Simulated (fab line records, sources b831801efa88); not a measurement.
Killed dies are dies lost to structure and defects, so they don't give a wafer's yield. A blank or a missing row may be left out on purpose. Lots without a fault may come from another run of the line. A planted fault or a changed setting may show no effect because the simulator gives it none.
fab line records | flow sfq_line
record lots=6 wafers=18 last_day=91
route steps=325 shown M3@122 I3@133
lots that met no fault: from a run of the same line without faults
start_h: hours from the record's first day to the start of the lot's first wafer shown | wait_h: hours since the lot's step before | " the same as in the row above | L1.1+2: a row that stands for several wafers | - no value, or no start given | * or withheld: withheld | < > ~ a bound
route shown NAME@n: a module of which the file shows steps, and the number in the route of the first | usual: mean/standard deviation of fault-free wafers | same: alike in all rows | chamber/n: place in a boat | sites: the reading at each site | _std_site: their standard deviation | _edge_site: outer sites' mean less inner sites' | radius_mm: how far each site lies from the wafer's centre | mask NAME#n: copy n | behind: the tool/chamber that last shaped the wafer | hold: why the lot was held/for how many hours/how that ended | device: the transistor (n, p or np) that didn't switch | end of line: the same wafers' tests at the end of the route | a step without rows: its recipe alone | killed: dies lost to structure and defects at the first sort, not the wafer's yield | map: a wafer's dies, x killed, . not, _ none there
set.NAME: the setting as run; set.NAME@STEP: as run at that earlier step | model.NAME: the simulator's own value behind a step, which no gauge read
lots at some steps of the route; a table a step, a row a wafer
services: from which hour (start_h, from the record's first day; less than 0 if before it) a tool's chamber was out of use, for how many hours, and why
## steps
# step SFQ_TRILAYER_M3_LITHO_COAT_080
# recipe resist=BARC spin_rpm=3000 resist_thk_nm=62
# step SFQ_TRILAYER_M3_LITHO_COAT_075
# recipe resist=KrF spin_rpm=3000 resist_thk_nm=600
# step SFQ_TRILAYER_M3_LITHO_SOFTBAKE_079
# recipe temp_c=withheld time_s=withheld resist=KrF
# step SFQ_TRILAYER_M3_LITHO_EXPOSE_076
# recipe mask_id=M3 na=0.6 source_shape=conventional sigma_outer=0.65 target_cd_nm=500 dose_mj=14.4
# step SFQ_TRILAYER_M3_LITHO_PEB_078
# recipe peb_temp_c=115 peb_time_s=60 resist=KrF
# step SFQ_TRILAYER_M3_LITHO_DEVELOP_077
# recipe time_s=60 resist=KrF
# step SFQ_M3_OVL_MEAS_921
# usual M3_OVL=2/5.3
# columns lot.wafer tool chamber start_h wait_h M3_OVL[nm]
L562.1 overlay-01 - 1198.50 0.1 -4
L562.2 " - " " -5
L562.6 " - " " 1
L564.1 overlay-01 - 1217.70 0.1 4
L564.2 " - " " 9
L564.5 " - " " -1
L565.1 overlay-01 - 1226.10 0.1 3
L565.5 " - " " 8
L565.6 " - " " 8
L571.2 overlay-02 - 1325.70 0.1 -3
L571.3 " - " " 5
L571.4 " - " " 4
L573.2 overlay-02 - 1347.75 0.1 -1
L573.3 " - " " -2
L573.4 " - " " 3
L574.1 overlay-01 - 1348.94 0.1 1
L574.3 " - " " -3
L574.6 " - " " -2
# step SFQ_TRILAYER_M3_BARC_OPEN_METAL_ETCH_100
# recipe mask_material=PR chemistry=O2 target_depth_nm=125 target=BARC icp_w=600 bias_w=80 pressure_mtorr=10 time_s=41.7
# usual drypump_motor_current_A=6.0/0.45 oes_product_au=0.686/0.0044
# columns lot.wafer tool chamber start_h wait_h drypump_motor_current_A oes_product_au rf_hours_counter_h
L562.1 rie_metal-02 1 1198.54 0.0 5.6 0.682 96
L562.2 " 0 " " 6.1 0.680 18
L562.6 " 0 " " 6.1 0.679 -
L564.1 rie_metal-02 0 1217.74 0.0 6.1 0.684 21
L564.2 " 0 " " 6.0 0.689 -
L564.5 " 0 " " 6.1 0.685 -
L565.1 rie_metal-01 0 1226.14 0.0 5.4 0.686 98
L565.5 " 0 " " 5.4 0.679 -
L565.6 " 1 " " 5.6 0.686 -
L571.2 rie_metal-04 1 1325.73 0.0 6.6 0.690 112
L571.3 " 1 " " 6.7 0.691 -
L571.4 " 0 " " 6.5 0.688 -
L573.2 rie_metal-04 1 1347.78 0.0 6.6 0.682 115
L573.3 " 1 " " 6.5 0.686 -
L573.4 " 0 " " 6.5 0.683 -
L574.1 rie_metal-02 0 1348.98 0.0 6.1 0.684 41
L574.3 " 0 " " 6.1 0.681 -
L574.6 " 0 " " 6.1 0.681 -
# step SFQ_TRILAYER_M3_ETCH_METAL_ETCH_078
# recipe target=Nb stop_on=SiO2 mask_material=PR chemistry=Cl2/Ar target_depth_nm=240 icp_w=600 bias_w=80 pressure_mtorr=10 time_s=120
# usual drypump_motor_current_A=6.0/0.45 oes_product_au=0.894/0.0067
# columns lot.wafer tool chamber start_h wait_h drypump_motor_current_A oes_product_au rf_hours_counter_h
L562.1 rie_metal-02 1 1198.60 0.0 5.5 0.900 96
L562.2 " 0 " " 6.1 0.898 18
L562.6 " 0 " " 6.1 0.888 -
L564.1 rie_metal-02 0 1217.86 0.1 6.0 0.900 22
L564.2 " 0 " " 6.1 0.892 -
L564.5 " 0 " " 6.1 0.896 -
L565.1 rie_metal-01 0 1226.20 0.0 5.3 0.907 98
L565.5 " 0 " " 5.4 0.904 -
L565.6 " 1 " " 5.6 0.907 -
L571.2 rie_metal-04 1 1325.79 0.0 6.6 0.888 112
L571.3 " 1 " " 6.6 0.880 -
L571.4 " 0 " " 6.5 0.881 -
L573.2 rie_metal-04 1 1347.84 0.0 6.6 0.901 115
L573.3 " 1 " " 6.6 0.896 -
L573.4 " 0 " " 6.5 0.902 -
L574.1 rie_metal-02 0 1349.04 0.0 6.1 0.896 41
L574.3 " 0 " " 6.0 0.900 -
L574.6 " 0 " " 6.1 0.899 -
# step SFQ_TRILAYER_M3_STRIP_STRIP_079
# recipe gas=O2 power_w=200 platen_temp_c=40 overash_fraction=0.65 chemistry=O2 pressure_mtorr=50
# usual drypump_motor_current_A=6.0/0.45 oes_product_au=0.997/0.0073
# columns lot.wafer tool chamber start_h wait_h drypump_motor_current_A oes_product_au rf_hours_counter_h
L562.1 rie_metal-02 1 1198.72 0.1 5.6 0.998 96
L562.2 " 0 " " 6.1 0.999 18
L562.6 " 0 " " 6.1 1.000 -
L564.1 rie_metal-02 0 1218.11 0.2 6.1 0.997 22
L564.2 " 0 " " 6.1 1.005 -
L564.5 " 0 " " 6.1 0.996 -
L565.1 rie_metal-01 0 1226.32 0.1 5.4 0.994 98
L565.5 " 0 " " 5.4 0.984 -
L565.6 " 1 " " 5.6 1.000 -
L571.2 rie_metal-04 1 1325.92 0.1 6.6 0.990 112
L571.3 " 1 " " 6.6 1.002 -
L571.4 " 0 " " 6.5 1.007 -
L573.2 rie_metal-04 1 1347.96 0.1 6.7 0.999 115
L573.3 " 1 " " 6.6 1.001 -
L573.4 " 0 " " 6.4 1.004 -
L574.1 rie_metal-02 0 1349.16 0.1 6.1 1.000 41
L574.3 " 0 " " 6.1 0.999 -
L574.6 " 0 " " 6.1 1.004 -
# step SFQ_TRILAYER_M3_STRIP_SOLV_CLEAN_080
# recipe chemistry=NMP temp_c=70 time_s=600
# step SFQ_TRILAYER_I3_DEP_PECVD_081
# recipe material=SiO2 temp_c=150 time_s=111.11 pressure_torr=2.4 rf_w=183.3 precursor=SiH4/N2O target_thk_nm=500
# usual heater_power_outer_w=34/8.2 heater_power_w=90/12 rf_fwd_power_W=182.4/0.64 showerhead_vpp_V=838/48 throttle_valve_pct=24.2/0.68
# columns lot.wafer tool chamber start_h wait_h heater_power_outer_w heater_power_w rf_fwd_power_W showerhead_vpp_V throttle_valve_pct model.SiO2_of_TRILAYER_I3_DEP_PECVD_081.thk_nm
L562.1 pecvd-03 2 1199.51 0.0 19 65 183.6 943 23.5 489.6
L562.2 " 0 " " 39 101 181.7 798 23.9 492.8
L562.6 " 2 " " 22 69 182.9 941 23.5 499.5
L564.1 pecvd-04 2 1219.50 0.0 6 54 256.4 975 25.0 545.5
L564.2 " 0 " " 18 71 255.7 932 24.4 548.4
L564.5 " 2 " " 11 62 254.7 996 25.1 557.8
L565.1 pecvd-04 2 1227.10 0.0 6 54 256.8 983 25.4 554.8
L565.5 " 2 " " 11 60 256.2 975 25.0 560.3
L565.6 " 0 " " 20 74 255.2 954 24.6 568
L571.2 pecvd-03 2 1326.69 0.0 15 61 182.4 926 24.1 493.1
L571.3 " 0 " " 44 108 182.7 818 24.4 492
L571.4 " 0 " " 45 111 182.4 803 24.5 499.9
L573.2 pecvd-04 1 1348.91 0.0 32 81 181.8 771 23.8 496.3
L573.3 " 2 " " 27 85 182.5 820 23.1 497.1
L573.4 " 1 " " 34 84 182.0 766 23.7 507.2
L574.1 pecvd-03 1 1349.94 0.0 31 87 182.8 791 23.9 498.1
L574.3 " 0 " " 46 108 181.5 801 24.9 498.9
L574.6 " 0 " " 31 93 182.1 807 24.8 506.8
# step SFQ_TRILAYER_I3_CMP_CMP_082
# recipe material=SiO2 down_force_psi=3 platen_rpm=60 pad_velocity_m_s=0.94248
# usual motor_current_A=9.9/0.87 time_to_endpoint_s=212/6.6
# columns lot.wafer tool chamber start_h wait_h motor_current_A time_to_endpoint_s
L562.2 cmp-01 0 1201.88 2.3 8.1 193
L562.1 " 1 " " 8.3 202
L562.6 " 0 1203.88 4.2 8.1 205
L564.2 cmp-02 2 1220.62 1.1 9.4 244
L564.1 " 3 " " 11.2 244
L564.5 " 1 1222.12 2.5 10.6 250
L565.1 cmp-02 2 1228.71 1.6 10.3 251
L565.6 " 3 " " 10.9 271
L565.5 " 0 " " 9.8 265
L571.4 cmp-02 0 1330.97 4.2 10.1 212
L571.3 " 1 " " 9.7 210
L571.2 " 3 1332.47 5.7 10.4 209
L573.4 cmp-01 1 1359.68 10.7 9.0 217
L573.3 " 2 " " 9.8 212
L573.2 " 0 1361.18 12.2 8.4 207
L574.3 cmp-02 0 1359.82 9.8 9.8 212
L574.1 " 2 1360.82 10.8 9.3 208
L574.6 " 1 1362.32 12.3 10.6 219
# step SFQ_I3_BOW_MEAS_922
# recipe mode=bow
# usual I3_BOW=4/8.5
# columns lot.wafer tool chamber start_h wait_h I3_BOW[um]
L562.1 film_metro-04 - 1204.38 1.5 9
L562.2 " - " " -9
L562.6 " - " " 3
L564.1 film_metro-03 - 1222.62 1.0 24
L564.2 " - " " 3
L564.5 " - " " 11
L565.1 film_metro-04 - 1230.21 1.0 12
L565.5 " - " " -4
L565.6 " - " " 9
L571.2 film_metro-04 - 1333.99 1.0 21
L571.3 " - " " 0
L571.4 " - " " 0
L573.2 film_metro-03 - 1362.70 1.0 3
L573.3 " - " " 0
L573.4 " - " " 12
L574.1 film_metro-04 - 1362.82 1.5 10
L574.3 " - " " 2
L574.6 " - " " 2
## services
# columns tool chamber start_h hours kind
cmp-02 - 1191.12 0.7 repair
pecvd-03 1 1192.86 13.2 repair
pecvd-03 - 1193.63 1.2 repair
cmp-02 - 1200.19 3.5 pm
cmp-02 - 1206.43 0.7 repair
rie_metal-02 1 1210.74 22.7 repair
pecvd-04 - 1211.15 5.1 repair
rie_metal-04 - 1228.26 9.1 repair
cmp-02 - 1230.29 1.4 repair
rie_metal-04 1 1242.20 11.4 repair
pecvd-04 - 1251.73 0.5 repair
cmp-01 - 1256.76 10.8 pm
pecvd-03 - 1257.04 1.0 repair
cmp-02 - 1269.40 4.0 pm
cmp-02 - 1273.40 - consumable_replace:conditioner
cmp-02 - 1273.40 - consumable_replace:pad
cmp-02 - 1301.73 1.0 repair
pecvd-04 - 1316.75 14.0 pm
pecvd-04 0 1316.75 14.0 vent_cycle
pecvd-04 1 1316.75 14.0 vent_cycle
pecvd-04 0 1331.58 5.9 repair
cmp-01 - 1332.32 3.4 repair
cmp-02 - 1338.37 3.4 repair
rie_metal-01 - 1347.60 2.8 pm
## key
first_sign step=SFQ_TRILAYER_I3_DEP_PECVD_081 reading=rf_fwd_power_W direction=up sigmas=99+ usual=182.4 struck=255.8
effect step=SFQ_TRILAYER_I3_DEP_PECVD_081 reading=showerhead_vpp_V direction=up sigmas=2.7 usual=838 struck=969
effect step=SFQ_TRILAYER_I3_CMP_CMP_082 reading=time_to_endpoint_s direction=up sigmas=6.4 usual=* struck=*
model_effect step=SFQ_TRILAYER_I3_DEP_PECVD_081 value=SiO2_of_TRILAYER_I3_DEP_PECVD_081.thk_nm without=502.8 struck=555.8
met_at SFQ_TRILAYER_I3_DEP_PECVD_081
struck_wafers L564.1,L564.2,L564.5,L565.1,L565.5,L565.6
fault kind=process_parameter_drift tool=pecvd-04 chamber=- onset_h=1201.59 steps=SFQ_TRILAYER_I3_DEP_PECVD_081 channel=rf_w offset=73.32 shape=step end_h=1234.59 acts_in=these_recipes_only stated=183.3
